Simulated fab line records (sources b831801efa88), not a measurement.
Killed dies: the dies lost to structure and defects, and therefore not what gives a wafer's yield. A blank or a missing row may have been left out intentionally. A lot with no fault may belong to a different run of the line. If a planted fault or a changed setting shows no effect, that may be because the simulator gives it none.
Which of the tools did it?    flow sky130    Sampling: 13 lots, 39 wafers, 2 of 708 route steps

WHAT THE GAUGES READ, wafer by wafer
SKY_VIA4_BOW_MEAS_03.
lot   measured      on             VIA4_BOW (um)
L735  day 42 07:11  film-metro-03  65 65 86
L736  day 42 20:28  film-metro-03  87 65 61
L737  day 43 20:55  film-metro-02  73 77 87
L738  day 43 22:45  film-metro-03  72 72 69
L739  day 43 23:20  film-metro-04  74 84 70
L740  day 44 01:01  film-metro-04  62 70 64
L742  day 44 11:44  film-metro-02  68 74 83
L743  day 45 00:52  film-metro-03  82 80 78
L745  day 45 07:11  film-metro-03  72 80 77
L747  day 45 17:52  film-metro-03  65 81 76
L748  day 46 15:28  film-metro-04  72 70 81
L749  day 46 18:49  film-metro-02  87 79 86
L754  day 47 04:32  film-metro-03  88 79 79

WHICH TOOL RAN EACH LOT (tool, then ch and the chambers of the sampled wafers, then the start)
lot   SKY_METAL3_STRIP_20
L735  wet-bench-02 ch 0, day 39 02:24
L736  wet-bench-03 ch 1, day 39 15:29
L737  wet-bench-01 ch 2, day 40 16:31
L738  wet-bench-01 ch 2, day 40 18:16
L739  wet-bench-02 ch 3, day 40 19:51
L740  wet-bench-01 ch 3, day 40 21:21
L742  wet-bench-01 ch 1, day 41 09:37
L743  wet-bench-02 ch 0, day 41 22:52
L745  wet-bench-02 ch 0, day 42 06:04
L747  wet-bench-03 ch 3, day 42 17:52
L748  wet-bench-02 ch 3, day 43 11:38
L749  wet-bench-02 ch 0, day 43 17:35
L754  wet-bench-02 ch 1, day 44 16:11
- SKY_METAL3_STRIP_20: strips in post etch residue remover, time 1200 s.

WHAT THE TOOLS THEMSELVES READ (means of the sampled wafers that have a number; where no wafer has one, the mark that the record gives instead)
SKY_METAL3_STRIP_20.
lot   tool          bath-heat-duty-pct (%)
L735  wet-bench-02  16.4
L736  wet-bench-03  12.7
L737  wet-bench-01  14.5
L738  wet-bench-01  15.0
L739  wet-bench-02  13.9
L740  wet-bench-01  15.1
L742  wet-bench-01  16.6
L743  wet-bench-02  15.9
L745  wet-bench-02  16.7
L747  wet-bench-03  15.7
L748  wet-bench-02  13.7
L749  wet-bench-02  16.9
L754  wet-bench-02  12.3

THE ANSWER, worked out from the rows above alone
Rule: what is usual is taken from the lots themselves. The widest of any qualifying gaps counts: lots, ordered by their means at a reading, are off when they make up no more than a third of the lots, leave a main group of 4 or more, and stand apart from it by 3 or more times the standard deviation of that group's means. The tables above print the reading to a certain number of digits; a main group whose means all agree to those digits is not used. A lot without any number at a reading at which 4 lots or more have one is off too. Any other lot the step has rows for is counted as sound. First the gauges in route order, then the tools' own readings, where a lot's mean is used as printed above. At the first step where some lot is off, the reading lying furthest off is the one used; lots without a number count as furthest.
Nothing can be told from this: no lot is off at any reading shown.

WHAT THE SIMULATOR PUT IN
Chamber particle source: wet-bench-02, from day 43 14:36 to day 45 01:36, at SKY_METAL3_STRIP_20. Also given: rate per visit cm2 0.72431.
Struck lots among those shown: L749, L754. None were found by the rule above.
